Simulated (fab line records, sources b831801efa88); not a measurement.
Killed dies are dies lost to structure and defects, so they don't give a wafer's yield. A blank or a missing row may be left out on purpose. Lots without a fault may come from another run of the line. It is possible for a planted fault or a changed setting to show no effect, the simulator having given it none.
The tool behind it: which one? | flow sky130 | 40 wafers from 14 lots sampled at 5 of the route's 708 steps

== WHAT EACH GAUGE READ, for each wafer ==
SKY_NWELL_OVL_MEAS_23.
lot  | measured    | on         | NWELL_01_OVL (nm)
L936 | day 5 15:13 | overlay-02 | -2.0 1.1 -1.8
L937 | day 5 17:55 | overlay-02 | 0.0 -0.4 -1.4
L938 | day 5 18:17 | overlay-01 | -0.2 0.5 -2.0
L939 | day 5 20:50 | overlay-01 | -2.4 -3.5 -1.2
L940 | day 6 01:15 | overlay-01 | -1.0 0.1 0.6
L941 | day 6 12:13 | overlay-01 | 1.8 1.1 0.9
L942 | day 6 18:45 | overlay-01 | -1.5 0.6 -0.2
L943 | day 7 00:27 | overlay-01 | -2.3 -2.9 -2.9
L944 | day 7 04:43 | overlay-01 | -1.7 -1.7 -1.0
L945 | day 7 15:01 | overlay-01 | -2.0 -1.0 -0.2
L946 | day 8 06:04 | overlay-02 | 0.7 -0.6 0.2
L950 | day 9 00:34 | overlay-01 | -0.6 -2.2 -0.1
L951 | day 9 05:52 | overlay-01 | 0.3 -0.8
L953 | day 9 14:01 | overlay-01 | 0.2 -0.5

SKY_VT_ADJUST_NCORE_CD_MEAS_07 targets a cd of 380 nm.
lot  | measured     | on        | cd_nm (nm)
L936 | day 8 23:23  | cd_sem-02 | 378.0 378.0 378.5
L937 | day 9 02:36  | cd_sem-02 | 383.5 381.4 380.6
L938 | day 9 02:56  | cd_sem-01 | 378.9 379.3 379.9
L939 | day 9 04:11  | cd_sem-02 | 379.2 376.0 378.2
L940 | day 9 09:36  | cd_sem-02 | 382.3 380.4 378.9
L941 | day 9 22:24  | cd_sem-01 | 377.5 375.0 376.9
L942 | day 10 05:51 | cd_sem-02 | 377.3 379.9 378.5
L943 | day 10 11:29 | cd_sem-01 | 381.1 378.9 381.3
L944 | day 10 18:22 | cd_sem-02 | 382.1 380.6 380.9
L945 | day 11 05:53 | cd_sem-01 | 379.1 379.2 378.4
L946 | day 11 22:39 | cd_sem-01 | 379.8 379.7 379.1
L950 | day 12 20:31 | cd_sem-02 | 383.2 369.1 379.9
L951 | day 13 03:01 | cd_sem-02 | 368.0 379.3
L953 | day 13 12:17 | cd_sem-01 | 369.7 367.2

SKY_VT_ADJUST_HVTR_TW_MEAS_11.
lot  | measured     | on            | VT_ADJUST_HVTR_TW
L936 | day 9 21:28  | film_metro-04 | 210.6 210.4 210.4
L937 | day 10 00:07 | film_metro-03 | 211.5 211.3 212.4
L938 | day 10 00:23 | film_metro-04 | 210.2 209.9 211.6
L939 | day 10 02:15 | film_metro-01 | 211.1 210.2 211.7
L940 | day 10 07:37 | film_metro-03 | 211.9 210.6 211.6
L941 | day 10 21:10 | film_metro-04 | 210.2 209.5 210.8
L942 | day 11 05:14 | film_metro-03 | 211.2 209.6 210.1
L943 | day 11 12:17 | film_metro-03 | 209.9 210.3 209.4
L944 | day 11 19:07 | film_metro-03 | 211.5 211.2 210.8
L945 | day 12 06:14 | film_metro-01 | 212.4 212.1 212.5
L946 | day 12 22:55 | film_metro-04 | 211.5 211.2 211.6
L950 | day 13 21:50 | film_metro-04 | 211.1 210.2 210.6
L951 | day 14 05:43 | film_metro-03 | 210.7 211.5
L953 | day 14 16:56 | film_metro-01 | 212.5 212.6

== EACH LOT AND THE TOOL THAT RAN IT (in order: tool; ch and the chambers of the sampled wafers; start) ==
lot  | SKY_NWELL_RTA_28                | SKY_VT_ADJUST_NCORE_EXPOSE_04
L936 | rtp_anneal-01 ch 0, day 5 15:36 | iline_stepper-02 ch 0, day 8 13:11
L937 | rtp_anneal-01 ch 0, day 5 18:20 | iline_stepper-02 ch 0, day 8 16:13
L938 | rtp_anneal-02 ch 0, day 5 18:44 | iline_stepper-01 ch 0, day 8 16:37
L939 | rtp_anneal-01 ch 0, day 5 21:14 | iline_stepper-02 ch 0, day 8 17:51
L940 | rtp_anneal-02 ch 0, day 6 01:40 | iline_stepper-02 ch 0, day 8 23:11
L941 | rtp_anneal-01 ch 0, day 6 12:37 | iline_stepper-01 ch 0, day 9 12:11
L942 | rtp_anneal-02 ch 0, day 6 19:10 | iline_stepper-02 ch 0, day 9 19:55
L943 | rtp_anneal-01 ch 0, day 7 00:51 | iline_stepper-02 ch 0, day 10 00:22
L944 | rtp_anneal-02 ch 0, day 7 05:07 | iline_stepper-02 ch 0, day 10 06:56
L945 | rtp_anneal-01 ch 0, day 7 15:27 | iline_stepper-01 ch 0, day 10 18:58
L946 | rtp_anneal-01 ch 0, day 8 06:28 | iline_stepper-02 ch 0, day 11 10:50
L950 | rtp_anneal-01 ch 0, day 9 01:02 | iline_stepper-01 ch 0, day 12 08:29
L951 | rtp_anneal-02 ch 0, day 9 06:19 | iline_stepper-01 ch 0, day 12 15:17
L953 | rtp_anneal-01 ch 0, day 9 14:29 | iline_stepper-01 ch 0, day 12 23:59
- SKY_NWELL_RTA_28: time 30 s.
- SKY_VT_ADJUST_NCORE_EXPOSE_04: exposes mask LVTN COMPLEMENT THIN, target cd 380 nm.

== AS READ BY THE TOOLS THEMSELVES (means over the sampled wafers that have a number; for cases with no such wafer, the mark the record gives instead) ==
SKY_NWELL_RTA_28.
lot  | tool          | lamp_power_pct (%) | wafer_temp_C_max
L936 | rtp_anneal-01 | 25.27              | 1053.8
L937 | rtp_anneal-01 | 25.25              | 1054.6
L938 | rtp_anneal-02 | 25.36              | 1054.5
L939 | rtp_anneal-01 | 25.32              | 1055.7
L940 | rtp_anneal-02 | 25.27              | 1055.5
L941 | rtp_anneal-01 | 25.31              | 1055.1
L942 | rtp_anneal-02 | 25.31              | 1055.1
L943 | rtp_anneal-01 | 25.31              | 1054.0
L944 | rtp_anneal-02 | 25.27              | 1054.4
L945 | rtp_anneal-01 | 25.26              | 1054.7
L946 | rtp_anneal-01 | 25.28              | 1054.5
L950 | rtp_anneal-01 | 25.23              | 1054.5
L951 | rtp_anneal-02 | 25.28              | 1055.4
L953 | rtp_anneal-01 | 25.32              | 1055.0

== THE ANSWER, worked out from the rows above alone ==
Rule: the lots themselves supply what counts as usual. The widest of any qualifying gaps counts: lots, ordered by their means at a reading, are off when they make up no more than a third of the lots, leave a main group of 4 or more, and stand apart from it by 3 or more times the standard deviation of that group's means. Not used: any main group whose means are identical at the precision the tables above print for the reading. A lot without any number at a reading at which 4 lots or more have one is off too. Any other lot the step has rows for is counted as sound. After the gauges, taken in route order, come the tools' own readings; for these a lot's mean is taken, as printed above. At the first step where some lot is off, the reading lying furthest off is the one used; lots without a number count as furthest.
No lot is off on any of the readings shown, so nothing can be concluded from this.

== WHAT HAD BEEN PUT IN BY THE SIMULATOR ==
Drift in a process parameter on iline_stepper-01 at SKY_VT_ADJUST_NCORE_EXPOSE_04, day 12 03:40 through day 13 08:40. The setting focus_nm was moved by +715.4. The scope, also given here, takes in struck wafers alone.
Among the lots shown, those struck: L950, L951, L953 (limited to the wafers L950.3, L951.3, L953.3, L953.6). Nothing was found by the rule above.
